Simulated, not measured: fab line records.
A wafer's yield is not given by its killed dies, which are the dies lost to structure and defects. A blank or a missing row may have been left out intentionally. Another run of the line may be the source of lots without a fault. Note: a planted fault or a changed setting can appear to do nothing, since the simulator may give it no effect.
fab line records ; flow sky130
record: lots: 13; wafers: 39; last-day: 50
route steps=708 shown VIA2@519 PAD_OPEN@708
lots that met no fault: from a run of the same line without faults
start-h: hours from the record's first day to the start of the lot's first wafer shown ; wait-h: hours elapsed since this lot's preceding step ; " repeats the value in the row above ; L1.1+2: a single row standing in for several wafers ; - no value, or no start was given ; * or withheld: withheld ; < > ~ a bound
route shown NAME@n: a module of which the file shows steps, and the number in the route of the first ; usual: the fault-free wafers' mean and standard deviation ; same: alike in all rows ; chamber/n: place in a boat ; sites: per-site readings ; _std_site: their standard deviation ; _edge_site: mean of outer sites minus mean of inner sites ; radius-mm: how far each site lies from the wafer's centre ; mask NAME#n: copy n ; behind: the most recent tool/chamber to have shaped the wafer ; hold: cause of the lot's hold/its duration in hours/its outcome ; device: which transistor (n, p or np) failed to switch ; end of line: the same wafers' tests at the end of the route ; where a step has no rows: the recipe by itself ; killed: at the first sort, the dies lost to defects and structure; wafer yield is something else ; map: shows each die of a wafer: x if killed, . if not, _ if none is there
set.NAME: the setting the step ran with; set.NAME@STEP: the setting that earlier step ran with ; model.NAME: the simulator's own value behind a step, which no gauge read
a sample of lots followed through the steps of the route, with each step as a table and each wafer as a row
services: a tool's chamber out of use, with start hour (start-h, from the record's first day; less than 0 if before it), hours out, and reason
== steps ==
step: SKY_VIA2_CD_MEAS_12
recipe: target-cd-nm: 200
usual: cd-nm: 200.0/1.1
lot.wafer;tool;chamber;start-h;wait-h;cd-nm
L562.1;cd-sem-02;-;858.46;-;200.0
L562.5;cd-sem-02;-;858.46;-;200.9
L562.6;cd-sem-02;-;858.46;-;199.6
L563.1;cd-sem-02;-;863.96;-;200.8
L563.3;cd-sem-02;-;863.96;-;200.9
L563.5;cd-sem-02;-;863.96;-;199.5
L565.2;cd-sem-02;-;885.84;-;197.8
L565.5;cd-sem-02;-;885.84;-;200.1
L565.6;cd-sem-02;-;885.84;-;199.6
L566.2;cd-sem-02;-;891.11;-;200.0
L566.4;cd-sem-02;-;891.11;-;200.0
L566.6;cd-sem-02;-;891.11;-;200.1
L567.2;cd-sem-01;-;891.44;-;199.7
L567.3;cd-sem-01;-;891.44;-;199.9
L567.6;cd-sem-01;-;891.44;-;199.5
L569.3;cd-sem-02;-;909.46;-;199.0
L569.5;cd-sem-02;-;909.46;-;200.2
L569.6;cd-sem-02;-;909.46;-;199.2
L570.2;cd-sem-02;-;917.52;-;200.5
L570.5;cd-sem-02;-;917.52;-;200.6
L570.6;cd-sem-02;-;917.52;-;198.7
L573.1;cd-sem-01;-;934.16;-;198.8
L573.2;cd-sem-01;-;934.16;-;200.3
L573.3;cd-sem-01;-;934.16;-;200.4
L576.2;cd-sem-01;-;972.98;-;202.1
L576.3;cd-sem-01;-;972.98;-;201.4
L576.6;cd-sem-01;-;972.98;-;200.4
L574.1;cd-sem-02;-;975.17;-;200.9
L574.3;cd-sem-02;-;975.17;-;201.2
L574.6;cd-sem-02;-;975.17;-;200.2
L575.1;cd-sem-02;-;975.52;-;200.5
L575.2;cd-sem-02;-;975.52;-;200.5
L575.4;cd-sem-02;-;975.52;-;200.5
L579.3;cd-sem-02;-;979.36;-;199.8
L579.4;cd-sem-02;-;979.36;-;200.2
L579.5;cd-sem-02;-;979.36;-;199.0
L584.1;cd-sem-01;-;1015.82;-;197.9
L584.5;cd-sem-01;-;1015.82;-;197.4
L584.6;cd-sem-01;-;1015.82;-;198.2
step: SKY_VIA2_ETCH_15
recipe: target: SiO2; chemistry: C4F8/O2/Ar; target-depth-nm: 546; stop-on: TiN; mask-material: KrF-thick; source-w: 1500; bias-w: 1200; pressure-mtorr: 40; c4f8-flow-sccm: withheld; O2_flow_sccm: 6; Ar_flow_sccm: 300; time-s: 84
usual: oes-product-au: 0.939/0.0049; rf-fwd-power-W: 1489/5.5
lot.wafer;tool;chamber;start-h;wait-h;oes-product-au;rf-fwd-power-W;rf-hours-counter-h
L562.1;rie-diel-01;2;858.66;0.0;0.941;1496;17
L562.5;rie-diel-01;2;858.66;0.0;0.949;1491;-
L562.6;rie-diel-01;1;858.66;0.0;0.940;1488;-
L563.1;rie-diel-01;3;864.16;0.0;0.938;1490;11
L563.3;rie-diel-01;1;864.16;0.0;0.947;1487;12
L563.5;rie-diel-01;1;864.16;0.0;0.943;1489;-
L565.2;rie-diel-03;0;886.01;0.0;0.941;1488;2
L565.5;rie-diel-03;2;886.01;0.0;0.944;1483;-
L565.6;rie-diel-03;3;886.01;0.0;0.947;1486;-
L566.2;rie-diel-01;0;891.29;0.0;0.931;1493;11
L566.4;rie-diel-01;2;891.29;0.0;0.933;1488;18
L566.6;rie-diel-01;1;891.29;0.0;0.944;1488;-
L567.2;rie-diel-03;2;891.61;0.0;0.929;1486;5
L567.3;rie-diel-03;0;891.61;0.0;0.945;1478;2
L567.6;rie-diel-03;2;891.61;0.0;0.948;1492;-
L569.3;rie-diel-03;3;909.61;0.0;0.936;1485;4
L569.5;rie-diel-03;0;909.61;0.0;0.936;1487;-
L569.6;rie-diel-03;1;909.61;0.0;0.934;1490;-
L570.2;rie-diel-01;3;917.69;0.0;0.937;1494;12
L570.5;rie-diel-01;3;917.69;0.0;0.938;1495;-
L570.6;rie-diel-01;0;917.69;0.0;0.938;1499;-
L573.1;rie-diel-03;2;934.36;0.0;0.936;1482;7
L573.2;rie-diel-03;0;934.36;0.0;0.941;1484;4
L573.3;rie-diel-03;1;934.36;0.0;0.938;1489;17
L576.2;rie-diel-03;3;973.16;0.0;0.940;1486;5
L576.3;rie-diel-03;0;973.16;0.0;0.940;1484;5
L576.6;rie-diel-03;2;973.16;0.0;0.933;1491;-
L574.1;rie-diel-03;2;975.36;0.0;0.934;1718;9
L574.3;rie-diel-03;0;975.36;0.0;0.940;1487;5
L574.6;rie-diel-03;2;975.36;0.0;0.926;1727;-
L575.1;rie-diel-02;0;975.71;0.0;0.937;1492;12
L575.2;rie-diel-02;3;975.71;0.0;0.947;1489;12
L575.4;rie-diel-02;1;975.71;0.0;0.936;1490;22
L579.3;rie-diel-03;2;979.51;0.0;0.932;1726;9
L579.4;rie-diel-03;3;979.51;0.0;0.941;1491;6
L579.5;rie-diel-03;1;979.51;0.0;0.939;1490;-
L584.1;rie-diel-01;3;1016.01;0.0;0.938;1493;15
L584.5;rie-diel-01;3;1016.01;0.0;0.940;1496;-
L584.6;rie-diel-01;0;1016.01;0.0;0.935;1486;-
step: SKY_VIA2_CVD_21
recipe: material: W; target-thk-nm: 420; time-s: 126.4; temp-c: 400; pressure-torr: 40
usual: heater-power-w: 842/44
lot.wafer;tool;chamber;start-h;wait-h;heater-power-w
L562.1;cvd-w-02;0;859.42;0.0;828
L562.5;cvd-w-02;0;859.42;0.0;826
L562.6;cvd-w-02;1;859.42;0.0;900
L563.1;cvd-w-01;1;864.88;0.0;843
L563.3;cvd-w-01;1;864.88;0.0;861
L563.5;cvd-w-01;1;864.88;0.0;862
L565.2;cvd-w-02;0;886.73;0.0;824
L565.5;cvd-w-02;0;886.73;0.0;826
L565.6;cvd-w-02;1;886.73;0.0;913
L566.2;cvd-w-02;0;892.08;0.0;834
L566.4;cvd-w-02;1;892.08;0.0;895
L566.6;cvd-w-02;0;892.08;0.0;810
L567.2;cvd-w-01;1;892.37;0.0;837
L567.3;cvd-w-01;1;892.37;0.0;874
L567.6;cvd-w-01;1;892.37;0.0;849
L569.3;cvd-w-02;0;910.42;0.1;816
L569.5;cvd-w-02;0;910.42;0.1;807
L569.6;cvd-w-02;0;910.42;0.1;824
L570.2;cvd-w-01;0;918.41;0.0;757
L570.5;cvd-w-01;1;918.41;0.0;853
L570.6;cvd-w-01;0;918.41;0.0;778
L573.1;cvd-w-01;0;935.11;0.0;799
L573.2;cvd-w-01;1;935.11;0.0;811
L573.3;cvd-w-01;0;935.11;0.0;790
L576.2;cvd-w-02;0;973.91;0.0;843
L576.3;cvd-w-02;0;973.91;0.0;832
L576.6;cvd-w-02;1;973.91;0.0;909
L574.1;cvd-w-01;0;976.12;0.0;765
L574.3;cvd-w-01;0;976.12;0.0;799
L574.6;cvd-w-01;1;976.12;0.0;860
L575.1;cvd-w-02;1;976.47;0.0;911
L575.2;cvd-w-02;0;976.47;0.0;841
L575.4;cvd-w-02;0;976.47;0.0;826
L579.3;cvd-w-01;1;980.27;0.1;865
L579.4;cvd-w-01;0;980.27;0.1;770
L579.5;cvd-w-01;0;980.27;0.1;792
L584.1;cvd-w-02;1;1016.77;0.0;900
L584.5;cvd-w-02;0;1016.77;0.0;836
L584.6;cvd-w-02;1;1016.77;0.0;899
step: SKY_VIA2_CMP_24
recipe: stop-on: SiO2; t-overpolish-s: 20; down-force-psi: 3.5; platen-rpm: 60; target-thk-nm: 0; pad-velocity-m-s: 0.94248
usual: motor-current-A: 11.8/0.95; overpolish-run-s: 20.000/0.0092; platen-rpm: 60.00/0.042; time-to-endpoint-s: 103/5.3
lot.wafer;tool;chamber;start-h;wait-h;motor-current-A;overpolish-run-s;platen-rpm;time-to-endpoint-s
L562.1;cmp-01;2;859.73;0.1;10.4;19.995;59.97;98
L562.5;cmp-01;2;859.73;0.1;9.8;19.984;59.98;100
L562.6;cmp-01;3;859.73;0.1;12.5;19.994;60.10;96
L563.1;cmp-01;0;865.19;0.1;12.2;20.003;59.91;95
L563.3;cmp-01;1;865.19;0.1;12.9;19.989;60.01;107
L563.5;cmp-01;1;865.19;0.1;12.7;19.997;59.98;104
L565.2;cmp-01;1;887.09;0.1;12.7;19.998;59.98;109
L565.6;cmp-01;0;887.09;0.1;12.6;20.017;60.04;94
L565.5;cmp-01;1;887.09;0.1;12.8;20.010;59.97;107
L566.2;cmp-01;1;892.49;0.1;12.4;20.007;60.02;108
L566.4;cmp-01;2;892.49;0.1;10.5;19.996;60.04;103
L566.6;cmp-01;3;892.49;0.1;12.5;20.007;60.06;102
L567.3;cmp-02;1;892.78;0.1;12.5;19.996;60.06;106
L567.2;cmp-02;2;892.78;0.1;10.6;19.997;59.94;108
L567.6;cmp-02;3;892.78;0.1;11.4;19.995;59.97;101
L569.3;cmp-02;0;910.82;0.1;11.0;19.998;59.98;100
L569.6;cmp-02;3;910.82;0.1;11.4;19.999;60.00;103
L569.5;cmp-02;0;910.82;0.1;11.4;19.991;59.97;97
L570.2;cmp-02;1;918.72;0.0;12.6;19.996;59.96;110
L570.6;cmp-02;1;918.72;0.0;11.9;19.989;60.05;108
L570.5;cmp-02;2;918.72;0.0;10.8;20.001;60.06;104
L573.3;cmp-01;3;935.47;0.1;12.4;20.005;59.95;109
L573.2;cmp-01;0;935.47;0.1;12.3;20.016;59.99;100
L573.1;cmp-01;1;935.47;0.1;13.1;19.999;59.99;113
L576.3;cmp-01;3;974.35;0.2;11.9;19.990;59.98;98
L576.2;cmp-01;0;974.35;0.2;12.5;20.002;60.02;96
L576.6;cmp-01;3;974.35;0.2;12.0;20.001;60.00;98
L574.3;cmp-01;2;977.45;1.0;10.1;20.001;60.04;105
L574.1;cmp-01;3;977.45;1.0;12.0;20.013;60.04;103
L574.6;cmp-01;2;977.45;1.0;10.3;20.009;59.97;100
L575.1;cmp-01;1;977.75;1.0;12.9;20.016;59.99;108
L575.2;cmp-01;2;977.75;1.0;10.3;20.000;60.07;102
L575.4;cmp-01;3;977.75;1.0;11.4;20.021;59.95;102
L579.3;cmp-02;3;980.59;0.1;11.5;19.981;60.00;100
L579.4;cmp-02;1;980.59;0.1;11.6;20.004;59.99;108
L579.5;cmp-02;3;980.59;0.1;10.9;19.987;59.97;102
L584.1;cmp-02;2;1017.23;0.2;10.4;20.002;59.96;106
L584.5;cmp-02;3;1017.23;0.2;10.7;20.008;60.02;104
L584.6;cmp-02;0;1017.23;0.2;11.7;19.991;59.96;99
step: SKY_PAD_OPEN_PROBE_99
usual: defect-limited-yield: 82.4/1.9; killed_at_M0_to_M3: 44/6.5; killed_at_M4_up: 2.9/1.7; killed-at-contacts: 24/5.7; killed-at-front-end: 16/4.4; killed-at-other: 0.2/0.48; killed-dies: 87/9.6; killed-open: 48/6.7; killed-short: 38/6.2
same: gross-dies: 492; killed-at-back-side: 0
lot.wafer;tool;chamber;start-h;wait-h;defect-limited-yield[%];killed_at_M0_to_M3;killed_at_M4_up;killed-at-contacts;killed-at-front-end;killed-at-other;killed-dies;killed-open;killed-short
L563.1;prober-02;-;1088.71;0.1;82.1;42;2;21;22;1;88;43;45
L563.3;prober-02;-;1088.81;0.2;86.4;33;3;18;13;0;67;32;35
L563.5;prober-02;-;1088.91;0.2;79.5;40;3;37;21;0;101;59;42
L565.2;prober-01;-;1108.03;0.1;84.1;31;2;28;17;0;78;41;37
L565.5;prober-01;-;1108.18;0.2;82.9;43;0;24;16;1;84;50;33
L565.6;prober-01;-;1108.23;0.2;82.9;43;1;24;15;1;84;48;35
L566.2;prober-02;-;1111.43;0.1;79.5;47;3;23;28;0;101;50;51
L566.4;prober-02;-;1111.53;0.2;82.3;44;4;20;19;0;87;45;42
L566.6;prober-02;-;1111.63;0.2;81.7;42;3;27;17;1;90;53;37
L567.2;prober-01;-;1112.02;0.1;81.9;48;0;27;14;0;89;60;29
L567.3;prober-01;-;1112.07;0.2;76.8;51;3;42;18;0;114;63;51
L567.6;prober-01;-;1112.22;0.2;81.5;55;3;23;10;0;91;47;44
L576.2;prober-01;-;1176.22;0.1;81.9;45;3;21;20;0;89;45;44
L576.3;prober-01;-;1176.27;0.2;81.1;41;2;29;20;1;93;52;40
L576.6;prober-01;-;1176.42;0.2;82.7;46;4;15;20;0;85;50;35
L575.1;prober-01;-;1178.37;0.1;83.9;42;3;22;12;0;79;46;33
L575.2;prober-01;-;1178.42;0.1;85.2;37;5;18;13;0;73;41;32
L575.4;prober-01;-;1178.52;0.2;84.8;39;3;23;9;1;75;45;30
L584.1;prober-02;-;1203.73;0.1;81.7;52;3;23;12;0;90;48;42
L584.5;prober-02;-;1203.93;0.2;80.5;51;6;22;17;0;96;56;40
L584.6;prober-02;-;1203.98;0.2;80.7;54;4;19;18;0;95;50;45
killed by level:class
L563.1 VIA1:geometric-particle:open=10 CONTACT:geometric-particle:open=9 FIELD_ISO:geometric-particle:short=7 FIELD_ISO:geometric-particle:open=7 SPACER:geometric-particle:short=7 VIA2:geometric-particle:open=7 VIA1:geometric-particle:short=5 LOCAL_INTERCONNECT:geometric-particle:short=5
L563.3 VIA2:geometric-particle:short=6 FIELD_ISO:geometric-particle:open=5 LI_CONTACT:geometric-particle:open=5 CONTACT:geometric-particle:open=5 METAL1:geometric-particle:short=5 VIA1:geometric-particle:open=5 LOCAL_INTERCONNECT:geometric-particle:short=4 VIA1:geometric-particle:short=4
L563.5 CONTACT:geometric-particle:open=13 VIA1:geometric-particle:open=11 LI_CONTACT:geometric-particle:open=8 FIELD_ISO:geometric-particle:open=7 CONTACT:geometric-particle:short=7 LOCAL_INTERCONNECT:geometric-particle:short=6 VIA2:geometric-particle:open=6 VIA3:geometric-particle:open=6
L565.2 VIA1:geometric-particle:open=9 LI_CONTACT:geometric-particle:open=9 CONTACT:geometric-particle:short=6 CONTACT:geometric-particle:open=6 FIELD_ISO:geometric-particle:short=5 POLY_GATE:geometric-particle:short=5 METAL2:geometric-particle:short=5 METAL1:geometric-particle:short=4
L565.5 CONTACT:geometric-particle:open=13 VIA1:geometric-particle:open=8 VIA3:geometric-particle:open=8 VIA2:geometric-particle:open=7 METAL1:geometric-particle:short=7 POLY_GATE:geometric-particle:short=6 CONTACT:geometric-particle:short=6 FIELD_ISO:geometric-particle:open=4
L565.6 VIA1:geometric-particle:open=12 LI_CONTACT:geometric-particle:short=8 CONTACT:geometric-particle:open=8 VIA3:geometric-particle:open=8 VIA2:geometric-particle:open=6 POLY_GATE:geometric-particle:open=4 LOCAL_INTERCONNECT:geometric-particle:short=4 METAL1:geometric-particle:short=4
L566.2 METAL2:geometric-particle:short=9 FIELD_ISO:geometric-particle:open=8 LI_CONTACT:geometric-particle:open=8 VIA1:geometric-particle:open=8 POLY_GATE:geometric-particle:open=7 POLY_GATE:geometric-particle:short=6 CONTACT:geometric-particle:open=6 VIA3:geometric-particle:short=6
L566.4 CONTACT:geometric-particle:open=13 VIA1:geometric-particle:open=9 VIA1:geometric-particle:short=7 VIA2:geometric-particle:open=7 FIELD_ISO:geometric-particle:short=6 POLY_GATE:geometric-particle:short=6 VIA3:geometric-particle:short=6 METAL2:geometric-particle:short=5
L566.6 CONTACT:geometric-particle:open=13 VIA1:geometric-particle:open=8 VIA1:geometric-particle:short=7 VIA2:geometric-particle:open=7 LI_CONTACT:geometric-particle:open=6 VIA3:geometric-particle:open=6 FIELD_ISO:geometric-particle:open=4 FIELD_ISO:geometric-particle:short=4
L567.2 VIA1:geometric-particle:open=14 CONTACT:geometric-particle:open=11 VIA2:geometric-particle:open=11 FIELD_ISO:geometric-particle:open=7 LI_CONTACT:geometric-particle:open=7 LOCAL_INTERCONNECT:geometric-particle:short=5 METAL2:geometric-particle:short=5 METAL1:geometric-particle:short=4
L567.3 VIA1:geometric-particle:open=16 LI_CONTACT:geometric-particle:open=13 CONTACT:geometric-particle:open=12 VIA1:geometric-particle:short=9 VIA2:geometric-particle:open=7 FIELD_ISO:geometric-particle:open=6 LOCAL_INTERCONNECT:geometric-particle:short=6 METAL1:geometric-particle:short=6
L567.6 VIA1:geometric-particle:open=12 CONTACT:geometric-particle:open=10 METAL1:geometric-particle:short=9 METAL2:geometric-particle:short=7 VIA3:geometric-particle:open=6 VIA1:geometric-particle:short=6 VIA2:geometric-particle:open=6 FIELD_ISO:geometric-particle:open=4
L576.2 VIA1:geometric-particle:open=13 CONTACT:geometric-particle:open=7 VIA2:geometric-particle:open=7 FIELD_ISO:geometric-particle:short=6 METAL1:geometric-particle:short=6 LI_CONTACT:geometric-particle:open=5 POLY_GATE:geometric-particle:short=5 METAL2:geometric-particle:short=5
L576.3 CONTACT:geometric-particle:open=11 METAL2:geometric-particle:short=9 VIA1:geometric-particle:open=8 POLY_GATE:geometric-particle:open=6 LI_CONTACT:geometric-particle:open=6 LOCAL_INTERCONNECT:geometric-particle:short=6 VIA2:geometric-particle:open=6 POLY_GATE:geometric-particle:short=5
L576.6 VIA1:geometric-particle:open=8 METAL2:geometric-particle:short=7 VIA2:geometric-particle:open=7 CONTACT:geometric-particle:open=6 POLY_GATE:geometric-particle:open=6 LI_CONTACT:geometric-particle:open=6 FIELD_ISO:geometric-particle:short=5 FIELD_ISO:geometric-particle:open=5
L575.1 VIA2:geometric-particle:open=9 VIA1:geometric-particle:open=7 VIA3:geometric-particle:open=6 LI_CONTACT:geometric-particle:open=6 CONTACT:geometric-particle:open=6 METAL2:geometric-particle:short=6 FIELD_ISO:geometric-particle:open=4 LOCAL_INTERCONNECT:geometric-particle:short=4
L575.2 VIA3:geometric-particle:open=8 CONTACT:geometric-particle:open=7 METAL1:geometric-particle:short=7 FIELD_ISO:geometric-particle:short=6 LI_CONTACT:geometric-particle:open=6 VIA2:geometric-particle:open=6 VIA1:geometric-particle:open=5 POLY_GATE:geometric-particle:open=3
L575.4 VIA1:geometric-particle:open=12 CONTACT:geometric-particle:open=9 METAL1:geometric-particle:short=6 METAL2:geometric-particle:short=6 VIA3:geometric-particle:open=6 FIELD_ISO:geometric-particle:open=5 LI_CONTACT:geometric-particle:open=5 LOCAL_INTERCONNECT:geometric-particle:short=4
L584.1 VIA1:geometric-particle:open=10 VIA3:geometric-particle:open=9 CONTACT:geometric-particle:open=8 METAL2:geometric-particle:short=8 LI_CONTACT:geometric-particle:open=6 METAL1:geometric-particle:short=6 VIA2:geometric-particle:open=5 POLY_CUT:geometric-particle:short=3
L584.5 VIA1:geometric-particle:open=11 CONTACT:geometric-particle:open=9 VIA3:geometric-particle:open=8 LI_CONTACT:geometric-particle:open=8 VIA2:geometric-particle:open=6 METAL3:geometric-particle:short=6 FIELD_ISO:geometric-particle:open=5 FIELD_ISO:geometric-particle:short=4
L584.6 METAL1:geometric-particle:short=10 VIA1:geometric-particle:open=10 CONTACT:geometric-particle:open=9 VIA3:geometric-particle:open=7 LI_CONTACT:geometric-particle:open=6 VIA1:geometric-particle:short=6 FIELD_ISO:geometric-particle:open=5 VIA2:geometric-particle:short=5
== services ==
tool;chamber;start-h;hours;kind
rie-diel-03;0;835.04;3.9;repair
rie-diel-02;3;838.46;15.9;repair
cmp-01;-;856.68;1.1;repair
rie-diel-02;1;864.14;7.5;repair
cvd-w-02;-;875.88;1.3;repair
cmp-02;-;900.34;5.1;repair
rie-diel-02;-;900.36;15.6;pm
cvd-w-01;-;904.00;14.0;pm
cvd-w-01;0;904.00;14.0;vent-cycle
cvd-w-02;1;905.07;6.9;repair
cmp-02;-;924.73;4.0;pm
cvd-w-01;1;939.89;4.4;repair
rie-diel-01;1;940.29;6.3;repair
rie-diel-02;1;940.50;1.5;repair
rie-diel-03;1;940.67;9.6;repair
cmp-01;-;951.59;1.4;repair
rie-diel-02;2;955.41;14.9;repair
rie-diel-02;0;960.20;2.0;repair
cmp-02;-;973.67;5.3;pm
rie-diel-01;3;980.89;4.1;repair
cmp-02;-;986.96;0.8;repair
cmp-01;-;1004.30;2.5;repair
rie-diel-02;0;1006.15;2.0;repair
cmp-01;-;1016.91;0.5;repair
== key ==
first-sign: step: SKY_VIA2_ETCH_15; reading: rf-fwd-power-W; direction: up; sigmas: 43; usual: 1489; struck: 1724
effect none on later readings
met-at SKY_VIA2_ETCH_15
struck-lots L574,L579
struck-wafers L574.1,L574.6,L579.3
not-acting-at SKY_VIA2_CD_MEAS_12,SKY_VIA2_CVD_21,SKY_VIA2_CMP_24
onset-between 973.16 975.36
fault: kind: process-parameter-drift; tool: rie-diel-03; chamber: 2; onset-h: 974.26; steps: SKY_VIA2_ETCH_15; channel: source-w; offset: 240; shape: step; end-h: 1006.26; acts-in: these-recipes-only; stated: 1500
